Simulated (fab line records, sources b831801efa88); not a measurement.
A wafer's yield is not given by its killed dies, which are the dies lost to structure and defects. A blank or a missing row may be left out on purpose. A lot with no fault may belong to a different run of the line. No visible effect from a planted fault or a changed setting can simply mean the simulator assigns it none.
Which tool is to blame? || flow sky130 || 24 lots, 72 wafers sampled, at 6 steps of a route of 708

WHAT THE GAUGES SHOWED, per wafer
SKY_SONOS_ONO_THK_MEAS_03.
{"lot": "L074", "measured": "day 11 17:53", "on": "filmMetro-04", "SONOS_ONO_CVD_02_THK (nm)": "10.68 10.80 10.85"}
{"lot": "L075", "measured": "day 11 21:26", "on": "filmMetro-04", "SONOS_ONO_CVD_02_THK (nm)": "10.33 10.17 10.40"}
{"lot": "L076", "measured": "day 12 05:41", "on": "filmMetro-03", "SONOS_ONO_CVD_02_THK (nm)": "10.53 10.50 10.50"}
{"lot": "L077", "measured": "day 12 13:05", "on": "filmMetro-01", "SONOS_ONO_CVD_02_THK (nm)": "10.59 10.78 10.80"}
{"lot": "L078", "measured": "day 12 20:32", "on": "filmMetro-01", "SONOS_ONO_CVD_02_THK (nm)": "10.90 10.83 10.81"}
{"lot": "L079", "measured": "day 13 03:05", "on": "filmMetro-03", "SONOS_ONO_CVD_02_THK (nm)": "10.60 10.34 10.29"}
{"lot": "L080", "measured": "day 13 12:12", "on": "filmMetro-03", "SONOS_ONO_CVD_02_THK (nm)": "10.54 10.60 10.59"}
{"lot": "L081", "measured": "day 13 21:40", "on": "filmMetro-04", "SONOS_ONO_CVD_02_THK (nm)": "10.64 10.67 10.66"}
{"lot": "L082", "measured": "day 14 00:31", "on": "filmMetro-04", "SONOS_ONO_CVD_02_THK (nm)": "10.87 10.88 10.80"}
{"lot": "L083", "measured": "day 14 18:16", "on": "filmMetro-01", "SONOS_ONO_CVD_02_THK (nm)": "10.60 10.62 10.49"}
{"lot": "L084", "measured": "day 14 18:17", "on": "filmMetro-04", "SONOS_ONO_CVD_02_THK (nm)": "10.64 10.62 10.74"}
{"lot": "L085", "measured": "day 15 06:40", "on": "filmMetro-01", "SONOS_ONO_CVD_02_THK (nm)": "10.55 10.52 10.44"}
{"lot": "L086", "measured": "day 15 10:52", "on": "filmMetro-01", "SONOS_ONO_CVD_02_THK (nm)": "10.39 10.40 10.42"}
{"lot": "L087", "measured": "day 15 15:51", "on": "filmMetro-03", "SONOS_ONO_CVD_02_THK (nm)": "10.60 10.58 10.67"}
{"lot": "L088", "measured": "day 16 09:57", "on": "filmMetro-04", "SONOS_ONO_CVD_02_THK (nm)": "10.55 10.58 10.54"}
{"lot": "L089", "measured": "day 16 21:34", "on": "filmMetro-03", "SONOS_ONO_CVD_02_THK (nm)": "10.68 10.66 10.74"}
{"lot": "L090", "measured": "day 16 21:34", "on": "filmMetro-04", "SONOS_ONO_CVD_02_THK (nm)": "10.60 10.36 10.48"}
{"lot": "L091", "measured": "day 17 09:35", "on": "filmMetro-03", "SONOS_ONO_CVD_02_THK (nm)": "10.57 10.71 10.62"}
{"lot": "L092", "measured": "day 17 16:17", "on": "filmMetro-03", "SONOS_ONO_CVD_02_THK (nm)": "10.46 10.30 10.44"}
{"lot": "L093", "measured": "day 17 18:31", "on": "filmMetro-03", "SONOS_ONO_CVD_02_THK (nm)": "10.45 10.47 10.48"}
{"lot": "L094", "measured": "day 18 06:32", "on": "filmMetro-04", "SONOS_ONO_CVD_02_THK (nm)": "10.53 10.57 10.52"}
{"lot": "L095", "measured": "day 18 14:04", "on": "filmMetro-03", "SONOS_ONO_CVD_02_THK (nm)": "10.70 10.62 10.55"}
{"lot": "L096", "measured": "day 18 21:29", "on": "filmMetro-01", "SONOS_ONO_CVD_02_THK (nm)": "10.41 10.44 10.59"}
{"lot": "L097", "measured": "day 19 00:20", "on": "filmMetro-01", "SONOS_ONO_CVD_02_THK (nm)": "10.43 10.61 10.57"}

SKY_METAL2_RS_MEAS_05: measurement is done with a four-point probe.
{"lot": "L074", "measured": "day 34 05:08", "on": "filmMetro-02", "METAL2_ALCU_RS (ohm/sq)": "0.1278 0.1276 0.1287"}
{"lot": "L075", "measured": "day 34 11:51", "on": "filmMetro-03", "METAL2_ALCU_RS (ohm/sq)": "0.1258 0.1258 0.1258"}
{"lot": "L076", "measured": "day 34 18:23", "on": "filmMetro-03", "METAL2_ALCU_RS (ohm/sq)": "0.1274 0.1274 0.1273"}
{"lot": "L077", "measured": "day 34 23:37", "on": "filmMetro-03", "METAL2_ALCU_RS (ohm/sq)": "0.1268 0.1267 0.1297"}
{"lot": "L078", "measured": "day 35 10:33", "on": "filmMetro-03", "METAL2_ALCU_RS (ohm/sq)": "0.1268 0.1268 0.1255"}
{"lot": "L079", "measured": "day 35 17:02", "on": "filmMetro-03", "METAL2_ALCU_RS (ohm/sq)": "0.1256 0.1263 0.1257"}
{"lot": "L080", "measured": "day 36 00:41", "on": "filmMetro-04", "METAL2_ALCU_RS (ohm/sq)": "0.1266 0.1257 0.1257"}
{"lot": "L081", "measured": "day 36 12:04", "on": "filmMetro-03", "METAL2_ALCU_RS (ohm/sq)": "0.1267 0.1263 0.1261"}
{"lot": "L082", "measured": "day 36 20:33", "on": "filmMetro-04", "METAL2_ALCU_RS (ohm/sq)": "0.1262 0.1254 0.1255"}
{"lot": "L083", "measured": "day 37 08:44", "on": "filmMetro-03", "METAL2_ALCU_RS (ohm/sq)": "0.1262 0.1273 0.1266"}
{"lot": "L084", "measured": "day 37 09:11", "on": "filmMetro-03", "METAL2_ALCU_RS (ohm/sq)": "0.1261 0.1289 0.1258"}
{"lot": "L085", "measured": "day 37 16:15", "on": "filmMetro-02", "METAL2_ALCU_RS (ohm/sq)": "0.1256 0.1266 0.1267"}
{"lot": "L086", "measured": "day 37 20:14", "on": "filmMetro-02", "METAL2_ALCU_RS (ohm/sq)": "0.1282 0.1279 0.1286"}
{"lot": "L087", "measured": "day 38 01:46", "on": "filmMetro-03", "METAL2_ALCU_RS (ohm/sq)": "0.1263 0.1290 0.1259"}
{"lot": "L088", "measured": "day 38 20:04", "on": "filmMetro-02", "METAL2_ALCU_RS (ohm/sq)": "0.1274 0.1292 0.1268"}
{"lot": "L089", "measured": "day 39 06:43", "on": "filmMetro-04", "METAL2_ALCU_RS (ohm/sq)": "0.1260 0.1289 0.1258"}
{"lot": "L090", "measured": "day 39 07:15", "on": "filmMetro-03", "METAL2_ALCU_RS (ohm/sq)": "0.1253 0.1271 0.1255"}
{"lot": "L091", "measured": "day 39 13:22", "on": "filmMetro-02", "METAL2_ALCU_RS (ohm/sq)": "0.1249 0.1263 0.1242"}
{"lot": "L092", "measured": "day 39 19:12", "on": "filmMetro-03", "METAL2_ALCU_RS (ohm/sq)": "0.1266 0.1262 0.1281"}
{"lot": "L093", "measured": "day 39 23:46", "on": "filmMetro-02", "METAL2_ALCU_RS (ohm/sq)": "0.1240 0.1263 0.1270"}
{"lot": "L094", "measured": "day 40 09:25", "on": "filmMetro-03", "METAL2_ALCU_RS (ohm/sq)": "0.1262 0.1248 0.1268"}
{"lot": "L095", "measured": "day 40 10:17", "on": "filmMetro-03", "METAL2_ALCU_RS (ohm/sq)": "0.1254 0.1266 0.1263"}
{"lot": "L096", "measured": "day 40 17:50", "on": "filmMetro-02", "METAL2_ALCU_RS (ohm/sq)": "0.1273 0.1259 0.1251"}
{"lot": "L097", "measured": "day 40 20:23", "on": "filmMetro-04", "METAL2_ALCU_RS (ohm/sq)": "0.1286 0.1307 0.1299"}

SKY_CAPM_THK_MEAS_04: measures by xrf.
{"lot": "L074", "measured": "day 36 13:06", "on": "filmMetro-01", "CAPM_TIN_THK (nm)": "198.9 199.3 201.0"}
{"lot": "L075", "measured": "day 36 19:58", "on": "filmMetro-02", "CAPM_TIN_THK (nm)": "201.8 201.0 201.2"}
{"lot": "L076", "measured": "day 37 02:40", "on": "filmMetro-03", "CAPM_TIN_THK (nm)": "205.3 203.3 204.8"}
{"lot": "L077", "measured": "day 37 08:08", "on": "filmMetro-02", "CAPM_TIN_THK (nm)": "200.5 201.0 199.6"}
{"lot": "L078", "measured": "day 37 18:29", "on": "filmMetro-03", "CAPM_TIN_THK (nm)": "200.8 201.7 204.6"}
{"lot": "L079", "measured": "day 38 00:21", "on": "filmMetro-03", "CAPM_TIN_THK (nm)": "202.9 203.7 200.8"}
{"lot": "L080", "measured": "day 38 07:43", "on": "filmMetro-02", "CAPM_TIN_THK (nm)": "197.8 200.6 197.2"}
{"lot": "L081", "measured": "day 38 18:47", "on": "filmMetro-02", "CAPM_TIN_THK (nm)": "202.9 198.8 200.8"}
{"lot": "L082", "measured": "day 39 03:17", "on": "filmMetro-02", "CAPM_TIN_THK (nm)": "199.7 195.4 198.7"}
{"lot": "L083", "measured": "day 39 15:35", "on": "filmMetro-03", "CAPM_TIN_THK (nm)": "201.1 199.1 200.4"}
{"lot": "L084", "measured": "day 39 15:45", "on": "filmMetro-02", "CAPM_TIN_THK (nm)": "198.1 201.0 199.5"}
{"lot": "L085", "measured": "day 39 22:36", "on": "filmMetro-03", "CAPM_TIN_THK (nm)": "200.8 201.3 203.4"}
{"lot": "L086", "measured": "day 40 02:01", "on": "filmMetro-01", "CAPM_TIN_THK (nm)": "200.7 200.3 201.4"}
{"lot": "L087", "measured": "day 40 07:18", "on": "filmMetro-01", "CAPM_TIN_THK (nm)": "205.6 207.0 208.2"}
{"lot": "L088", "measured": "day 41 01:05", "on": "filmMetro-02", "CAPM_TIN_THK (nm)": "197.6 195.4 198.3"}
{"lot": "L089", "measured": "day 41 11:22", "on": "filmMetro-01", "CAPM_TIN_THK (nm)": "199.7 201.8 198.2"}
{"lot": "L090", "measured": "day 41 12:12", "on": "filmMetro-03", "CAPM_TIN_THK (nm)": "208.4 206.8 207.6"}
{"lot": "L091", "measured": "day 41 17:14", "on": "filmMetro-01", "CAPM_TIN_THK (nm)": "201.9 203.0 200.6"}
{"lot": "L092", "measured": "day 41 23:10", "on": "filmMetro-03", "CAPM_TIN_THK (nm)": "202.9 202.6 204.2"}
{"lot": "L093", "measured": "day 42 03:12", "on": "filmMetro-03", "CAPM_TIN_THK (nm)": "205.6 203.8 202.2"}
{"lot": "L094", "measured": "day 42 12:13", "on": "filmMetro-01", "CAPM_TIN_THK (nm)": "205.1 205.6 206.9"}
{"lot": "L095", "measured": "day 42 13:56", "on": "filmMetro-02", "CAPM_TIN_THK (nm)": "197.8 199.0 197.5"}
{"lot": "L096", "measured": "day 42 21:37", "on": "filmMetro-02", "CAPM_TIN_THK (nm)": "202.3 203.9 202.3"}
{"lot": "L097", "measured": "day 42 22:10", "on": "filmMetro-02", "CAPM_TIN_THK (nm)": "203.3 202.7 204.5"}

SKY_VIA3_THK_MEAS_01.
{"lot": "L074", "measured": "day 38 18:54", "on": "filmMetro-04", "VIA3_HDPCVD_THK (nm)": "1670 1654 1632"}
{"lot": "L075", "measured": "day 39 00:10", "on": "filmMetro-01", "VIA3_HDPCVD_THK (nm)": "1649 1620 1631"}
{"lot": "L076", "measured": "day 39 07:57", "on": "filmMetro-02", "VIA3_HDPCVD_THK (nm)": "1661 1647 1630"}
{"lot": "L077", "measured": "day 39 12:03", "on": "filmMetro-02", "VIA3_HDPCVD_THK (nm)": "1635 1633 1652"}
{"lot": "L078", "measured": "day 39 22:53", "on": "filmMetro-04", "VIA3_HDPCVD_THK (nm)": "1618 1635 1650"}
{"lot": "L079", "measured": "day 40 03:40", "on": "filmMetro-01", "VIA3_HDPCVD_THK (nm)": "1616 1642 1659"}
{"lot": "L080", "measured": "day 40 11:48", "on": "filmMetro-04", "VIA3_HDPCVD_THK (nm)": "1605 1627 1598"}
{"lot": "L081", "measured": "day 40 20:06", "on": "filmMetro-01", "VIA3_HDPCVD_THK (nm)": "1641 1627 1621"}
{"lot": "L082", "measured": "day 41 05:47", "on": "filmMetro-01", "VIA3_HDPCVD_THK (nm)": "1602 1632 1628"}
{"lot": "L083", "measured": "day 41 18:10", "on": "filmMetro-04", "VIA3_HDPCVD_THK (nm)": "1624 1633 1652"}
{"lot": "L084", "measured": "day 41 19:38", "on": "filmMetro-01", "VIA3_HDPCVD_THK (nm)": "1616 1617 1626"}
{"lot": "L085", "measured": "day 42 00:20", "on": "filmMetro-04", "VIA3_HDPCVD_THK (nm)": "1620 1621 1597"}
{"lot": "L086", "measured": "day 42 03:55", "on": "filmMetro-01", "VIA3_HDPCVD_THK (nm)": "1591 1598 1631"}
{"lot": "L087", "measured": "day 42 09:34", "on": "filmMetro-02", "VIA3_HDPCVD_THK (nm)": "1633 1610 1596"}
{"lot": "L088", "measured": "day 43 01:24", "on": "filmMetro-01", "VIA3_HDPCVD_THK (nm)": "1632 1616 1641"}
{"lot": "L089", "measured": "day 43 10:14", "on": "filmMetro-02", "VIA3_HDPCVD_THK (nm)": "1642 1626 1618"}
{"lot": "L090", "measured": "day 43 12:31", "on": "filmMetro-01", "VIA3_HDPCVD_THK (nm)": "1628 1633 1631"}
{"lot": "L091", "measured": "day 43 15:53", "on": "filmMetro-01", "VIA3_HDPCVD_THK (nm)": "1636 1637 1635"}
{"lot": "L092", "measured": "day 43 22:23", "on": "filmMetro-01", "VIA3_HDPCVD_THK (nm)": "1625 1635 1627"}
{"lot": "L093", "measured": "day 44 03:04", "on": "filmMetro-01", "VIA3_HDPCVD_THK (nm)": "1627 1624 1638"}
{"lot": "L094", "measured": "day 44 11:58", "on": "filmMetro-02", "VIA3_HDPCVD_THK (nm)": "1649 1620 1624"}
{"lot": "L095", "measured": "day 44 12:40", "on": "filmMetro-01", "VIA3_HDPCVD_THK (nm)": "1623 1623 1642"}
{"lot": "L096", "measured": "day 44 20:06", "on": "filmMetro-01", "VIA3_HDPCVD_THK (nm)": "1598 1609 1606"}
{"lot": "L097", "measured": "day 44 20:55", "on": "filmMetro-02", "VIA3_HDPCVD_THK (nm)": "1630 1617 1643"}

TOOL THAT RAN EACH LOT (tool first, then ch and the chambers of the sampled wafers, then the start)
{"lot": "L074", "SKY_VIA1_SPUTTER_20": "pvdSputter-04, day 34 04:22", "SKY_METAL3_METAL_ETCH_18": "rieMetal-04 ch 0,1, day 38 17:53"}
{"lot": "L075", "SKY_VIA1_SPUTTER_20": "pvdSputter-02, day 34 11:02", "SKY_METAL3_METAL_ETCH_18": "rieMetal-04 ch 0,1, day 38 23:16"}
{"lot": "L076", "SKY_VIA1_SPUTTER_20": "pvdSputter-02, day 34 17:36", "SKY_METAL3_METAL_ETCH_18": "rieMetal-04 ch 0,1, day 39 07:01"}
{"lot": "L077", "SKY_VIA1_SPUTTER_20": "pvdSputter-02, day 34 22:50", "SKY_METAL3_METAL_ETCH_18": "rieMetal-01 ch 0,1, day 39 11:03"}
{"lot": "L078", "SKY_VIA1_SPUTTER_20": "pvdSputter-01, day 35 09:46", "SKY_METAL3_METAL_ETCH_18": "rieMetal-01 ch 0,1, day 39 21:55"}
{"lot": "L079", "SKY_VIA1_SPUTTER_20": "pvdSputter-01, day 35 16:16", "SKY_METAL3_METAL_ETCH_18": "rieMetal-03 ch 0,1, day 40 02:44"}
{"lot": "L080", "SKY_VIA1_SPUTTER_20": "pvdSputter-02, day 35 23:55", "SKY_METAL3_METAL_ETCH_18": "rieMetal-04 ch 1, day 40 10:17"}
{"lot": "L081", "SKY_VIA1_SPUTTER_20": "pvdSputter-02, day 36 11:17", "SKY_METAL3_METAL_ETCH_18": "rieMetal-01 ch 1, day 40 19:10"}
{"lot": "L082", "SKY_VIA1_SPUTTER_20": "pvdSputter-01, day 36 19:47", "SKY_METAL3_METAL_ETCH_18": "rieMetal-04 ch 0,1, day 41 04:51"}
{"lot": "L083", "SKY_VIA1_SPUTTER_20": "pvdSputter-01, day 37 07:58", "SKY_METAL3_METAL_ETCH_18": "rieMetal-04 ch 0,1, day 41 17:14"}
{"lot": "L084", "SKY_VIA1_SPUTTER_20": "pvdSputter-04, day 37 08:21", "SKY_METAL3_METAL_ETCH_18": "rieMetal-04 ch 0,1, day 41 18:41"}
{"lot": "L085", "SKY_VIA1_SPUTTER_20": "pvdSputter-02, day 37 15:28", "SKY_METAL3_METAL_ETCH_18": "rieMetal-04 ch 0,1, day 41 23:24"}
{"lot": "L086", "SKY_VIA1_SPUTTER_20": "pvdSputter-02, day 37 19:27", "SKY_METAL3_METAL_ETCH_18": "rieMetal-04 ch 0,1, day 42 02:54"}
{"lot": "L087", "SKY_VIA1_SPUTTER_20": "pvdSputter-04, day 38 00:59", "SKY_METAL3_METAL_ETCH_18": "rieMetal-01 ch 0,1, day 42 08:38"}
{"lot": "L088", "SKY_VIA1_SPUTTER_20": "pvdSputter-02, day 38 19:17", "SKY_METAL3_METAL_ETCH_18": "rieMetal-01 ch 0,1, day 43 00:27"}
{"lot": "L089", "SKY_VIA1_SPUTTER_20": "pvdSputter-04, day 39 05:54", "SKY_METAL3_METAL_ETCH_18": "rieMetal-01 ch 0,1, day 43 09:18"}
{"lot": "L090", "SKY_VIA1_SPUTTER_20": "pvdSputter-04, day 39 06:26", "SKY_METAL3_METAL_ETCH_18": "rieMetal-01 ch 0,1, day 43 11:37"}
{"lot": "L091", "SKY_VIA1_SPUTTER_20": "pvdSputter-02, day 39 12:35", "SKY_METAL3_METAL_ETCH_18": "rieMetal-03 ch 0,1, day 43 14:54"}
{"lot": "L092", "SKY_VIA1_SPUTTER_20": "pvdSputter-04, day 39 18:23", "SKY_METAL3_METAL_ETCH_18": "rieMetal-03 ch 0,1, day 43 21:24"}
{"lot": "L093", "SKY_VIA1_SPUTTER_20": "pvdSputter-04, day 39 22:59", "SKY_METAL3_METAL_ETCH_18": "rieMetal-04 ch 0,1, day 44 02:00"}
{"lot": "L094", "SKY_VIA1_SPUTTER_20": "pvdSputter-02, day 40 08:38", "SKY_METAL3_METAL_ETCH_18": "rieMetal-01 ch 0,1, day 44 10:57"}
{"lot": "L095", "SKY_VIA1_SPUTTER_20": "pvdSputter-02, day 40 09:31", "SKY_METAL3_METAL_ETCH_18": "rieMetal-04 ch 1, day 44 11:38"}
{"lot": "L096", "SKY_VIA1_SPUTTER_20": "pvdSputter-02, day 40 17:02", "SKY_METAL3_METAL_ETCH_18": "rieMetal-01 ch 0,1, day 44 19:09"}
{"lot": "L097", "SKY_VIA1_SPUTTER_20": "pvdSputter-02, day 40 19:34", "SKY_METAL3_METAL_ETCH_18": "rieMetal-01 ch 0,1, day 44 20:01"}
- SKY_VIA1_SPUTTER_20: material TiN, target thk 20 nm, time 80 s.
- SKY_METAL3_METAL_ETCH_18: etches the open film in Cl2/BCl3, stops on SiO2, target depth 845 nm, time 183.1 s.

AS READ BY THE TOOLS THEMSELVES (means over the sampled wafers that have a number; for cases with no such wafer, the mark the record gives instead)
SKY_VIA1_SPUTTER_20.
{"lot": "L074", "tool": "pvdSputter-04", "throttleValvePct (%)": 29.7}
{"lot": "L075", "tool": "pvdSputter-02", "throttleValvePct (%)": 31.4}
{"lot": "L076", "tool": "pvdSputter-02", "throttleValvePct (%)": 30.7}
{"lot": "L077", "tool": "pvdSputter-02", "throttleValvePct (%)": 31.2}
{"lot": "L078", "tool": "pvdSputter-01", "throttleValvePct (%)": 30.7}
{"lot": "L079", "tool": "pvdSputter-01", "throttleValvePct (%)": 29.7}
{"lot": "L080", "tool": "pvdSputter-02", "throttleValvePct (%)": 31.0}
{"lot": "L081", "tool": "pvdSputter-02", "throttleValvePct (%)": 31.2}
{"lot": "L082", "tool": "pvdSputter-01", "throttleValvePct (%)": 29.9}
{"lot": "L083", "tool": "pvdSputter-01", "throttleValvePct (%)": 31.4}
{"lot": "L084", "tool": "pvdSputter-04", "throttleValvePct (%)": 30.0}
{"lot": "L085", "tool": "pvdSputter-02", "throttleValvePct (%)": 31.3}
{"lot": "L086", "tool": "pvdSputter-02", "throttleValvePct (%)": 31.1}
{"lot": "L087", "tool": "pvdSputter-04", "throttleValvePct (%)": 30.7}
{"lot": "L088", "tool": "pvdSputter-02", "throttleValvePct (%)": 30.6}
{"lot": "L089", "tool": "pvdSputter-04", "throttleValvePct (%)": 29.5}
{"lot": "L090", "tool": "pvdSputter-04", "throttleValvePct (%)": 30.3}
{"lot": "L091", "tool": "pvdSputter-02", "throttleValvePct (%)": 31.2}
{"lot": "L092", "tool": "pvdSputter-04", "throttleValvePct (%)": 30.5}
{"lot": "L093", "tool": "pvdSputter-04", "throttleValvePct (%)": 30.7}
{"lot": "L094", "tool": "pvdSputter-02", "throttleValvePct (%)": 30.8}
{"lot": "L095", "tool": "pvdSputter-02", "throttleValvePct (%)": 30.4}
{"lot": "L096", "tool": "pvdSputter-02", "throttleValvePct (%)": 30.5}
{"lot": "L097", "tool": "pvdSputter-02", "throttleValvePct (%)": 30.4}

SKY_METAL3_METAL_ETCH_18.
{"lot": "L074", "tool": "rieMetal-04", "bcl3FlowSccm (sccm)": 29.96, "drypumpMotorCurrentA (A)": 5.2, "oesProductAu (a.u.)": 0.866, "throttleValvePct (%)": 22.260}
{"lot": "L075", "tool": "rieMetal-04", "bcl3FlowSccm (sccm)": 29.94, "drypumpMotorCurrentA (A)": 5.2, "oesProductAu (a.u.)": 0.872, "throttleValvePct (%)": 22.260}
{"lot": "L076", "tool": "rieMetal-04", "bcl3FlowSccm (sccm)": 29.92, "drypumpMotorCurrentA (A)": 5.3, "oesProductAu (a.u.)": 0.864, "throttleValvePct (%)": 22.260}
{"lot": "L077", "tool": "rieMetal-01", "bcl3FlowSccm (sccm)": 29.85, "drypumpMotorCurrentA (A)": 5.5, "oesProductAu (a.u.)": 0.874, "throttleValvePct (%)": 22.260}
{"lot": "L078", "tool": "rieMetal-01", "bcl3FlowSccm (sccm)": 29.98, "drypumpMotorCurrentA (A)": 5.5, "oesProductAu (a.u.)": 0.870, "throttleValvePct (%)": 22.260}
{"lot": "L079", "tool": "rieMetal-03", "bcl3FlowSccm (sccm)": 30.02, "drypumpMotorCurrentA (A)": 5.6, "oesProductAu (a.u.)": 0.871, "throttleValvePct (%)": 22.262}
{"lot": "L080", "tool": "rieMetal-04", "bcl3FlowSccm (sccm)": 30.03, "drypumpMotorCurrentA (A)": 5.1, "oesProductAu (a.u.)": 0.864, "throttleValvePct (%)": 22.259}
{"lot": "L081", "tool": "rieMetal-01", "bcl3FlowSccm (sccm)": 30.03, "drypumpMotorCurrentA (A)": 6.2, "oesProductAu (a.u.)": 0.881, "throttleValvePct (%)": 22.266}
{"lot": "L082", "tool": "rieMetal-04", "bcl3FlowSccm (sccm)": 29.95, "drypumpMotorCurrentA (A)": 5.2, "oesProductAu (a.u.)": 0.868, "throttleValvePct (%)": 22.265}
{"lot": "L083", "tool": "rieMetal-04", "bcl3FlowSccm (sccm)": 30.09, "drypumpMotorCurrentA (A)": 5.3, "oesProductAu (a.u.)": 0.862, "throttleValvePct (%)": 22.256}
{"lot": "L084", "tool": "rieMetal-04", "bcl3FlowSccm (sccm)": 29.98, "drypumpMotorCurrentA (A)": 5.2, "oesProductAu (a.u.)": 0.863, "throttleValvePct (%)": 22.251}
{"lot": "L085", "tool": "rieMetal-04", "bcl3FlowSccm (sccm)": 29.98, "drypumpMotorCurrentA (A)": 5.3, "oesProductAu (a.u.)": 0.863, "throttleValvePct (%)": 22.269}
{"lot": "L086", "tool": "rieMetal-04", "bcl3FlowSccm (sccm)": 30.08, "drypumpMotorCurrentA (A)": 5.3, "oesProductAu (a.u.)": 0.861, "throttleValvePct (%)": 22.269}
{"lot": "L087", "tool": "rieMetal-01", "bcl3FlowSccm (sccm)": 30.07, "drypumpMotorCurrentA (A)": 5.9, "oesProductAu (a.u.)": 0.863, "throttleValvePct (%)": 22.260}
{"lot": "L088", "tool": "rieMetal-01", "bcl3FlowSccm (sccm)": 30.13, "drypumpMotorCurrentA (A)": 5.9, "oesProductAu (a.u.)": 0.860, "throttleValvePct (%)": 22.268}
{"lot": "L089", "tool": "rieMetal-01", "bcl3FlowSccm (sccm)": 30.03, "drypumpMotorCurrentA (A)": 5.5, "oesProductAu (a.u.)": 0.871, "throttleValvePct (%)": 22.266}
{"lot": "L090", "tool": "rieMetal-01", "bcl3FlowSccm (sccm)": 29.99, "drypumpMotorCurrentA (A)": 5.5, "oesProductAu (a.u.)": 0.866, "throttleValvePct (%)": 22.260}
{"lot": "L091", "tool": "rieMetal-03", "bcl3FlowSccm (sccm)": 29.96, "drypumpMotorCurrentA (A)": 5.9, "oesProductAu (a.u.)": 0.867, "throttleValvePct (%)": 22.261}
{"lot": "L092", "tool": "rieMetal-03", "bcl3FlowSccm (sccm)": 30.07, "drypumpMotorCurrentA (A)": 5.9, "oesProductAu (a.u.)": 0.864, "throttleValvePct (%)": 22.259}
{"lot": "L093", "tool": "rieMetal-04", "bcl3FlowSccm (sccm)": 30.00, "drypumpMotorCurrentA (A)": 5.2, "oesProductAu (a.u.)": 0.863, "throttleValvePct (%)": 22.254}
{"lot": "L094", "tool": "rieMetal-01", "bcl3FlowSccm (sccm)": 30.02, "drypumpMotorCurrentA (A)": 5.9, "oesProductAu (a.u.)": 0.862, "throttleValvePct (%)": 22.256}
{"lot": "L095", "tool": "rieMetal-04", "bcl3FlowSccm (sccm)": 30.06, "drypumpMotorCurrentA (A)": 5.1, "oesProductAu (a.u.)": 0.865, "throttleValvePct (%)": 22.268}
{"lot": "L096", "tool": "rieMetal-01", "bcl3FlowSccm (sccm)": 30.04, "drypumpMotorCurrentA (A)": 5.6, "oesProductAu (a.u.)": 0.866, "throttleValvePct (%)": 22.263}
{"lot": "L097", "tool": "rieMetal-01", "bcl3FlowSccm (sccm)": 30.07, "drypumpMotorCurrentA (A)": 5.9, "oesProductAu (a.u.)": 0.868, "throttleValvePct (%)": 22.264}

THE ANSWER, worked out from the rows above alone
Rule: the usual values come from the lots themselves. The widest of any qualifying gaps counts: lots, ordered by their means at a reading, are off when they make up no more than a third of the lots, leave a main group of 4 or more, and stand apart from it by 3 or more times the standard deviation of that group's means. A main group is skipped when, at the precision printed for the reading in the tables above, its means are all equal. A lot without any number at a reading at which 4 lots or more have one is off too. Where the step has rows for the other lots, those lots are counted as sound. First the gauges in route order, then the tools' own readings, where a lot's mean is used as printed above. The first step at which some lot is off is used, and at that step the reading that is off furthest; a lot without a number counts as furthest.
None of the lots is off at any reading shown; this tells nothing.

WHAT WAS PUT IN BY THE SIMULATOR
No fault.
